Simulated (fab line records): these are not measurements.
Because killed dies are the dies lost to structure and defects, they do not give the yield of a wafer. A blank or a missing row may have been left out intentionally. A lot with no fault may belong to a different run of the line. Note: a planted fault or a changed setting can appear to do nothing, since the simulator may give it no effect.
What tool caused it? + flow sky130 + Sampling: 24 lots, 72 wafers, 6 of 708 route steps

== WHAT EACH GAUGE READ, for each wafer ==
SKY_CAPM_RS_MEAS_03: the measuring method here is four-point-probe.
| lot  | measured     | on            | CAPM_TIN_RS (ohm/sq) |
|------|--------------|---------------|----------------------|
| L074 | day 37 03:45 | film_metro-02 | 7.09 7.08 7.09       |
| L075 | day 37 13:02 | film_metro-02 | 6.85 6.96 6.82       |
| L077 | day 38 00:34 | film_metro-02 | 6.98 6.90 6.99       |
| L076 | day 38 03:04 | film_metro-03 | 7.00 6.99 7.00       |
| L078 | day 38 04:55 | film_metro-03 | 6.95 6.95 6.97       |
| L079 | day 38 06:40 | film_metro-03 | 6.90 6.90 6.90       |
| L080 | day 38 17:50 | film_metro-02 | 6.93 6.93 6.95       |
| L081 | day 38 21:32 | film_metro-04 | 7.04 7.10 7.02       |
| L082 | day 39 09:25 | film_metro-03 | 7.03 7.00 6.90       |
| L083 | day 39 13:34 | film_metro-02 | 6.93 6.73 6.78       |
| L084 | day 39 20:17 | film_metro-03 | 6.88 6.87 6.87       |
| L085 | day 39 23:40 | film_metro-02 | 6.76 6.79 6.87       |
| L086 | day 40 02:46 | film_metro-04 | 6.94 6.98 7.01       |
| L088 | day 40 19:16 | film_metro-03 | 6.91 6.85 6.91       |
| L087 | day 40 20:22 | film_metro-02 | 6.95 7.00 6.96       |
| L089 | day 41 03:35 | film_metro-02 | 6.77 6.88 6.75       |
| L091 | day 41 12:54 | film_metro-02 | 6.94 6.85 7.01       |
| L092 | day 41 19:59 | film_metro-04 | 7.04 7.04 6.87       |
| L090 | day 41 20:57 | film_metro-02 | 6.78 6.89 6.95       |
| L093 | day 42 06:22 | film_metro-03 | 7.02 6.88 6.97       |
| L094 | day 42 09:10 | film_metro-03 | 6.89 6.79 7.00       |
| L095 | day 42 23:38 | film_metro-04 | 6.91 6.98 7.01       |
| L096 | day 43 01:51 | film_metro-02 | 6.83 6.90 6.94       |
| L097 | day 43 06:04 | film_metro-02 | 6.80 6.67 6.96       |

SKY_METAL3_CD_MEAS_13 targets a cd of 300 nm.
| lot  | measured     | on        | cd_nm (nm)        |
|------|--------------|-----------|-------------------|
| L074 | day 39 07:15 | cd_sem-01 | 299.1 301.3 301.2 |
| L075 | day 39 16:16 | cd_sem-01 | 299.7 299.9 300.8 |
| L077 | day 40 03:08 | cd_sem-01 | 300.6 301.6 299.0 |
| L076 | day 40 05:01 | cd_sem-01 | 301.1 301.7 300.4 |
| L078 | day 40 06:49 | cd_sem-01 | 300.1 298.7 298.5 |
| L079 | day 40 09:40 | cd_sem-01 | 300.8 299.8 301.1 |
| L080 | day 40 19:22 | cd_sem-02 | 299.5 299.6 300.3 |
| L081 | day 40 22:42 | cd_sem-01 | 302.1 300.1 299.6 |
| L082 | day 41 10:43 | cd_sem-01 | 302.6 301.7 302.4 |
| L083 | day 41 14:46 | cd_sem-02 | 299.7 300.1 299.7 |
| L084 | day 41 20:49 | cd_sem-01 | 298.6 296.8 298.0 |
| L085 | day 42 00:09 | cd_sem-02 | 302.3 303.8 301.5 |
| L086 | day 42 03:26 | cd_sem-01 | 299.4 299.5 300.6 |
| L088 | day 42 19:36 | cd_sem-01 | 299.1 298.4 300.1 |
| L087 | day 42 20:19 | cd_sem-02 | 299.6 301.1 300.7 |
| L089 | day 43 03:26 | cd_sem-02 | 297.7 297.5 298.2 |
| L091 | day 43 12:34 | cd_sem-01 | 297.4 297.2 299.3 |
| L092 | day 43 19:01 | cd_sem-02 | 299.6 300.0 301.0 |
| L090 | day 43 19:57 | cd_sem-01 | 297.6 296.9 297.3 |
| L093 | day 44 04:25 | cd_sem-01 | 299.7 301.6 300.4 |
| L094 | day 44 06:34 | cd_sem-02 | 299.6 299.7 298.9 |
| L095 | day 44 21:43 | cd_sem-02 | 299.0 300.0 299.7 |
| L096 | day 44 23:41 | cd_sem-01 | 297.1 298.2 299.5 |
| L097 | day 45 03:00 | cd_sem-01 | 300.3 300.3 298.0 |

SKY_VIA3_CD_MEAS_12 targets a cd of 200 nm.
| lot  | measured     | on        | cd_nm (nm)        |
|------|--------------|-----------|-------------------|
| L074 | day 40 09:53 | cd_sem-02 | 199.9 201.1 199.2 |
| L075 | day 40 18:10 | cd_sem-02 | 201.0 202.1 201.6 |
| L077 | day 41 04:17 | cd_sem-02 | 201.5 202.4 202.3 |
| L076 | day 41 06:45 | cd_sem-02 | 197.8 200.1 199.3 |
| L078 | day 41 08:22 | cd_sem-01 | 200.6 199.9 201.5 |
| L079 | day 41 11:33 | cd_sem-01 | 198.8 197.5 197.2 |
| L080 | day 41 20:52 | cd_sem-02 | 200.1 199.3 199.1 |
| L081 | day 42 00:26 | cd_sem-01 | 198.0 201.3 200.5 |
| L082 | day 42 12:50 | cd_sem-02 | 199.7 199.7 200.1 |
| L083 | day 42 16:25 | cd_sem-01 | 200.5 200.4 201.6 |
| L084 | day 42 21:26 | cd_sem-01 | 198.7 199.4 199.4 |
| L085 | day 43 01:27 | cd_sem-01 | 200.2 201.3 201.3 |
| L086 | day 43 04:06 | cd_sem-02 | 198.9 198.9 198.0 |
| L088 | day 43 20:53 | cd_sem-01 | 203.3 202.7 200.7 |
| L087 | day 43 21:25 | cd_sem-01 | 198.3 199.3 199.1 |
| L089 | day 44 03:41 | cd_sem-01 | 199.3 200.9 200.8 |
| L091 | day 44 13:06 | cd_sem-01 | 199.6 200.9 200.3 |
| L092 | day 44 19:27 | cd_sem-02 | 200.8 200.5 200.0 |
| L090 | day 44 20:17 | cd_sem-02 | 200.8 200.6 199.2 |
| L093 | day 45 03:40 | cd_sem-02 | 200.4 200.3 200.4 |
| L094 | day 45 05:55 | cd_sem-02 | 201.7 199.7 200.4 |
| L095 | day 45 20:54 | cd_sem-02 | 202.2 202.5 202.9 |
| L096 | day 45 22:44 | cd_sem-02 | 200.5 200.7 200.4 |
| L097 | day 46 02:20 | cd_sem-02 | 200.5 200.3 200.5 |

== WHICH TOOL RAN EACH LOT (tool, then ch and the chambers of the sampled wafers, then the start) ==
| lot  | SKY_CAPM_SPUTTER_02          | SKY_METAL3_ETCH_16                | SKY_METAL3_STRIP_19                  |
|------|------------------------------|-----------------------------------|--------------------------------------|
| L074 | pvd_sputter-02, day 37 03:36 | rie_metal-04 ch 0,1, day 39 07:26 | plasma_asher-01 ch 0,1, day 39 07:43 |
| L075 | pvd_sputter-04, day 37 12:55 | rie_metal-04 ch 0,1, day 39 16:26 | plasma_asher-02 ch 0, day 39 16:44   |
| L077 | pvd_sputter-02, day 38 00:27 | rie_metal-01 ch 0,1, day 40 03:19 | plasma_asher-04 ch 0,1, day 40 03:37 |
| L076 | pvd_sputter-04, day 38 02:54 | rie_metal-04 ch 0, day 40 05:16   | plasma_asher-02 ch 0,1, day 40 05:36 |
| L078 | pvd_sputter-02, day 38 04:47 | rie_metal-02 ch 0,1, day 40 06:58 | plasma_asher-01 ch 0,1, day 40 07:27 |
| L079 | pvd_sputter-04, day 38 06:34 | rie_metal-04 ch 0, day 40 09:53   | plasma_asher-01 ch 0,1, day 40 10:17 |
| L080 | pvd_sputter-02, day 38 17:42 | rie_metal-02 ch 0,1, day 40 19:32 | plasma_asher-01 ch 0,1, day 40 19:50 |
| L081 | pvd_sputter-03, day 38 21:26 | rie_metal-02 ch 0,1, day 40 22:53 | plasma_asher-02 ch 0,1, day 40 23:11 |
| L082 | pvd_sputter-02, day 39 09:18 | rie_metal-02 ch 0,1, day 41 10:54 | plasma_asher-01 ch 0,1, day 41 11:12 |
| L083 | pvd_sputter-04, day 39 13:26 | rie_metal-02 ch 0,1, day 41 14:56 | plasma_asher-02 ch 0,1, day 41 15:24 |
| L084 | pvd_sputter-03, day 39 20:08 | rie_metal-01 ch 0,1, day 41 20:59 | plasma_asher-02 ch 0,1, day 41 21:17 |
| L085 | pvd_sputter-02, day 39 23:34 | rie_metal-02 ch 0,1, day 42 00:20 | plasma_asher-02 ch 0,1, day 42 00:49 |
| L086 | pvd_sputter-03, day 40 02:40 | rie_metal-01 ch 0, day 42 03:38   | plasma_asher-02 ch 0,1, day 42 03:55 |
| L088 | pvd_sputter-02, day 40 19:10 | rie_metal-01 ch 0,1, day 42 19:47 | plasma_asher-01 ch 0,1, day 42 20:05 |
| L087 | pvd_sputter-02, day 40 20:14 | rie_metal-02 ch 0,1, day 42 20:29 | plasma_asher-01 ch 0,1, day 42 20:47 |
| L089 | pvd_sputter-02, day 41 03:26 | rie_metal-01 ch 0,1, day 43 03:38 | plasma_asher-02 ch 0,1, day 43 03:55 |
| L091 | pvd_sputter-02, day 41 12:47 | rie_metal-02 ch 0,1, day 43 12:45 | plasma_asher-02 ch 0,1, day 43 13:03 |
| L092 | pvd_sputter-02, day 41 19:53 | rie_metal-02 ch 0,1, day 43 19:12 | plasma_asher-01 ch 0,1, day 43 19:30 |
| L090 | pvd_sputter-03, day 41 20:50 | rie_metal-02 ch 0,1, day 43 20:08 | plasma_asher-02 ch 0,1, day 43 20:26 |
| L093 | pvd_sputter-02, day 42 06:14 | rie_metal-04 ch 1, day 44 04:35   | plasma_asher-01 ch 0, day 44 04:53   |
| L094 | pvd_sputter-03, day 42 09:02 | rie_metal-01 ch 0,1, day 44 06:44 | plasma_asher-04 ch 0,1, day 44 07:01 |
| L095 | pvd_sputter-02, day 42 23:30 | rie_metal-02 ch 1, day 44 21:53   | plasma_asher-01 ch 0,1, day 44 22:22 |
| L096 | pvd_sputter-02, day 43 01:42 | rie_metal-02 ch 0,1, day 44 23:53 | plasma_asher-01 ch 0,1, day 45 00:10 |
| L097 | pvd_sputter-03, day 43 05:57 | rie_metal-02 ch 0,1, day 45 03:11 | plasma_asher-01 ch 0,1, day 45 03:29 |
- SKY_CAPM_SPUTTER_02: material TiN, target thk 200 nm, time 166.7 s.
- SKY_METAL3_ETCH_16: etches BARC in N2/H2, stops on SiO2, time 88.2 s, target depth 60 nm.
- SKY_METAL3_STRIP_19: strips in O2/N2.

== WHAT THE TOOLS THEMSELVES READ (means of the sampled wafers that have a number; where no wafer has one, the mark that the record gives instead) ==
SKY_CAPM_SPUTTER_02.
| lot  | tool           | susceptor_temp_C (C) | throttle_valve_pct (%) |
|------|----------------|----------------------|------------------------|
| L074 | pvd_sputter-02 | 299.94               | 31.9                   |
| L075 | pvd_sputter-04 | 299.96               | 30.4                   |
| L077 | pvd_sputter-02 | 299.93               | 31.8                   |
| L076 | pvd_sputter-04 | 300.06               | 29.8                   |
| L078 | pvd_sputter-02 | 299.95               | 31.1                   |
| L079 | pvd_sputter-04 | 299.87               | 30.2                   |
| L080 | pvd_sputter-02 | 299.98               | 31.9                   |
| L081 | pvd_sputter-03 | 299.88               | 30.4                   |
| L082 | pvd_sputter-02 | 299.85               | 30.8                   |
| L083 | pvd_sputter-04 | 300.06               | 30.5                   |
| L084 | pvd_sputter-03 | 299.97               | 29.9                   |
| L085 | pvd_sputter-02 | 299.85               | 30.7                   |
| L086 | pvd_sputter-03 | 300.06               | 30.3                   |
| L088 | pvd_sputter-02 | 299.92               | 32.0                   |
| L087 | pvd_sputter-02 | 300.06               | 30.8                   |
| L089 | pvd_sputter-02 | 299.97               | 30.8                   |
| L091 | pvd_sputter-02 | 300.13               | 31.7                   |
| L092 | pvd_sputter-02 | 299.90               | 31.0                   |
| L090 | pvd_sputter-03 | 300.08               | 29.6                   |
| L093 | pvd_sputter-02 | 299.98               | 30.9                   |
| L094 | pvd_sputter-03 | 300.20               | 30.4                   |
| L095 | pvd_sputter-02 | 300.10               | 31.2                   |
| L096 | pvd_sputter-02 | 300.16               | 31.6                   |
| L097 | pvd_sputter-03 | 299.95               | 29.7                   |

SKY_METAL3_ETCH_16.
| lot  | tool         | drypump_motor_current_A (A) | h2_flow_sccm (sccm) | oes_product_au (a.u.) | throttle_valve_pct (%) |
|------|--------------|-----------------------------|---------------------|-----------------------|------------------------|
| L074 | rie_metal-04 | 5.1                         | 199.2               | 0.629                 | 13.207                 |
| L075 | rie_metal-04 | 5.1                         | 200.3               | 0.627                 | 13.201                 |
| L077 | rie_metal-01 | 5.7                         | 200.0               | 0.629                 | 13.202                 |
| L076 | rie_metal-04 | 4.8                         | 200.8               | 0.621                 | 13.206                 |
| L078 | rie_metal-02 | 6.2                         | 200.2               | 0.626                 | 13.207                 |
| L079 | rie_metal-04 | 4.8                         | 199.8               | 0.622                 | 13.198                 |
| L080 | rie_metal-02 | 6.0                         | 199.7               | 0.630                 | 13.210                 |
| L081 | rie_metal-02 | 6.0                         | 200.1               | 0.625                 | 13.198                 |
| L082 | rie_metal-02 | 6.1                         | 200.7               | 0.626                 | 13.196                 |
| L083 | rie_metal-02 | 6.1                         | 200.4               | 0.628                 | 13.204                 |
| L084 | rie_metal-01 | 5.6                         | 199.9               | 0.624                 | 13.208                 |
| L085 | rie_metal-02 | 6.0                         | 199.9               | 0.628                 | 13.201                 |
| L086 | rie_metal-01 | 5.1                         | 199.4               | 0.622                 | 13.200                 |
| L088 | rie_metal-01 | 5.4                         | 200.2               | 0.626                 | 13.207                 |
| L087 | rie_metal-02 | 6.1                         | 200.0               | 0.626                 | 13.213                 |
| L089 | rie_metal-01 | 5.6                         | 199.4               | 0.628                 | 13.204                 |
| L091 | rie_metal-02 | 6.0                         | 200.1               | 0.629                 | 13.205                 |
| L092 | rie_metal-02 | 6.1                         | 200.5               | 0.625                 | 13.207                 |
| L090 | rie_metal-02 | 5.9                         | 200.3               | 0.624                 | 13.201                 |
| L093 | rie_metal-04 | 5.8                         | 199.7               | 0.626                 | 13.215                 |
| L094 | rie_metal-01 | 5.4                         | 200.1               | 0.624                 | 13.197                 |
| L095 | rie_metal-02 | 5.9                         | 200.0               | 0.623                 | 13.204                 |
| L096 | rie_metal-02 | 6.0                         | 200.1               | 0.624                 | 13.206                 |
| L097 | rie_metal-02 | 6.1                         | 201.3               | 0.627                 | 13.208                 |

SKY_METAL3_STRIP_19.
| lot  | tool            | drypump_motor_current_A (A) | oes_product_au (a.u.) | strip_time_to_endpoint_s (s) |
|------|-----------------|-----------------------------|-----------------------|------------------------------|
| L074 | plasma_asher-01 | 6.1                         | 0.492                 | 6.36                         |
| L075 | plasma_asher-02 | 4.9                         | 0.506                 | 6.61                         |
| L077 | plasma_asher-04 | 5.9                         | 0.510                 | 6.72                         |
| L076 | plasma_asher-02 | 5.1                         | 0.488                 | 6.34                         |
| L078 | plasma_asher-01 | 5.9                         | 0.497                 | 6.39                         |
| L079 | plasma_asher-01 | 5.9                         | 0.491                 | 6.38                         |
| L080 | plasma_asher-01 | 5.9                         | 0.494                 | 6.36                         |
| L081 | plasma_asher-02 | 5.2                         | 0.500                 | 6.40                         |
| L082 | plasma_asher-01 | 5.8                         | 0.497                 | 6.38                         |
| L083 | plasma_asher-02 | 5.2                         | 0.507                 | 6.75                         |
| L084 | plasma_asher-02 | 5.2                         | 0.510                 | 6.66                         |
| L085 | plasma_asher-02 | 5.3                         | 0.509                 | 6.76                         |
| L086 | plasma_asher-02 | 5.2                         | 0.506                 | 6.55                         |
| L088 | plasma_asher-01 | 6.1                         | 0.503                 | 6.55                         |
| L087 | plasma_asher-01 | 5.9                         | 0.510                 | 6.69                         |
| L089 | plasma_asher-02 | 5.2                         | 0.499                 | 6.52                         |
| L091 | plasma_asher-02 | 5.2                         | 0.501                 | 6.44                         |
| L092 | plasma_asher-01 | 5.9                         | 0.503                 | 6.57                         |
| L090 | plasma_asher-02 | 5.2                         | 0.489                 | 6.26                         |
| L093 | plasma_asher-01 | 6.4                         | 0.495                 | 6.33                         |
| L094 | plasma_asher-04 | 5.8                         | 0.505                 | 6.51                         |
| L095 | plasma_asher-01 | 6.1                         | 0.508                 | 6.66                         |
| L096 | plasma_asher-01 | 5.9                         | 0.493                 | 6.33                         |
| L097 | plasma_asher-01 | 5.9                         | 0.497                 | 6.46                         |

== THE ANSWER, worked out from the rows above alone ==
Rule: usual is defined by the lots themselves. Put in order of their means at a reading, lots are off if they are a third of the lots or fewer, leave a main group of 4 or more, and stand apart from it by a gap of 3 or more times the standard deviation of the main group's means; of several such gaps the widest counts. The tables above print the reading to a certain number of digits; a main group whose means all agree to those digits is not used. A lot without any number at a reading at which 4 lots or more have one is off too. The other lots that the step has rows for count as sound. First the gauges in route order, then the tools' own readings, where a lot's mean is used as printed above. At the first step where some lot is off, the reading lying furthest off is the one used; lots without a number count as furthest.
Across all readings shown, no lot is off: no conclusion can be drawn from this.

== WHAT THE SIMULATOR HAD PUT IN ==
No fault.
